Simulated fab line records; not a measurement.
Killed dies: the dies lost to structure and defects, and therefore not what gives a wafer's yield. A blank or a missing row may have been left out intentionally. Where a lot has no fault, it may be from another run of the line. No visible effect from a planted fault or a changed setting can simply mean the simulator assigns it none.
The same fault as seen by 2 desks | flow gf180mcu | numbers are kept per desk, each desk with only its own; the story behind them comes last

== THE TOOL OWNER'S DESK: implanter-03 ==
The tool's own readings at GF_NSD_IMPLANT_09, given as means over the sampled wafers that have a number, one for each lot that went through this tool. Any lot whose mean is over 4 standard deviations away from the usual mean is out of limits and marked OUT; that distance is given in the brackets.
Columns: A = beamEnergyKeV at GF_NSD_IMPLANT_09, usual 59.993; B = doseIonsCm2 at GF_NSD_IMPLANT_09, usual 4e+15; C = faradayCurrentUA at GF_NSD_IMPLANT_09, usual 12193
lot  | first seen here | A                        | B     | C
L279 | day 16 13:40    | 59.989                   | 4e+15 | 12070
L281 | day 17 14:58    | 81.998 (+99 or more) OUT | 4e+15 | -
L283 | day 18 04:22    | 81.990 (+99 or more) OUT | 4e+15 | -
L291 | day 20 19:37    | 59.967                   | 4e+15 | 12287
Finding of this desk: L281, L283 out of limits; the first was L281 at day 17 14:58, on beamEnergyKeV at GF_NSD_IMPLANT_09. L279, L291: within limits.

== THE METROLOGY DESK ==
Means of the sampled wafers that have a number, per lot and without regard to the tool the lot ran on: this is what the gauges read. Any lot whose mean is over 4 standard deviations away from the usual mean is out of limits and marked OUT; that distance is given in the brackets.
Columns: A = MVSD_OVL at GF_MVSD_OVL_MEAS_07, usual -0.3 nm; B = MVSD_RS at GF_VT_IMPLANT_RS_MEAS_46, usual 456.3 ohm/sq; C = HV_LDD_OVL at GF_HV_LDD_OVL_MEAS_08, usual 0.7 nm; D = NSD_TW at GF_NSD_TW_MEAS_12, usual 4205; E = NSD_RS at GF_PSD_RS_MEAS_14, usual 46.12 ohm/sq
lot  | first seen here | A    | B     | C    | D               | E
L270 | day 4 17:28     | -0.8 | 456.5 | -0.7 | 4194            | 46.16
L272 | day 5 04:02     | -1.1 | 455.4 | 0.5  | 4236            | 46.14
L275 | day 5 19:48     | 0.4  | 456.1 | 3.0  | 4238            | 46.21
L279 | day 6 18:34     | -0.9 | 457.6 | 2.6  | 4170            | 46.11
L281 | day 7 06:58     | -0.7 | 456.4 | 0.1  | 4477 (+6.3) OUT | 40.78 (-66) OUT
L283 | day 7 19:30     | 0.2  | 457.0 | 1.0  | 4575 (+8.6) OUT | 40.89 (-65) OUT
L284 | day 8 01:36     | 0.3  | 455.3 | 1.7  | 4156            | 46.08
L287 | day 8 18:37     | -1.7 | 456.0 | 0.8  | 4253            | 46.12
L288 | day 9 00:40     | 0.6  | 455.7 | 0.9  | 4188            | 46.16
L290 | day 9 11:16     | 1.1  | 456.8 | -0.5 | 4147            | 46.13
L291 | day 9 17:54     | 1.0  | 456.5 | 2.4  | 4244            | 46.11
L292 | day 9 22:39     | 0.9  | 455.2 | -0.4 | 4208            | 46.22
Per this desk, out of limits: L281, L283; the first was L281, day 17 15:22 (NSD_TW at GF_NSD_TW_MEAS_12). L270, L272, L275, L279, L284, L287, L288, L290, L291, L292: within limits.

== TAKEN TOGETHER ==
At day 17 14:58, on L281, L283, the tool owner's desk was in a position to raise an alarm.
At day 17 15:22 the metrology desk could have sounded an alarm, on L281, L283.
On implanter-03, each named lot ran GF_NSD_IMPLANT_09.

== WHAT WAS PUT IN BY THE SIMULATOR ==
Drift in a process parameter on implanter-03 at GF_NSD_IMPLANT_09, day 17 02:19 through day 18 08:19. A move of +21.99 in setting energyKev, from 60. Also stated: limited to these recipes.
Shown lots that were struck: L281, L283.
Delay (hours) between the fault's onset and each desk's first out-of-limits reading: 13 at the tool owner's desk, 13 at the metrology desk.
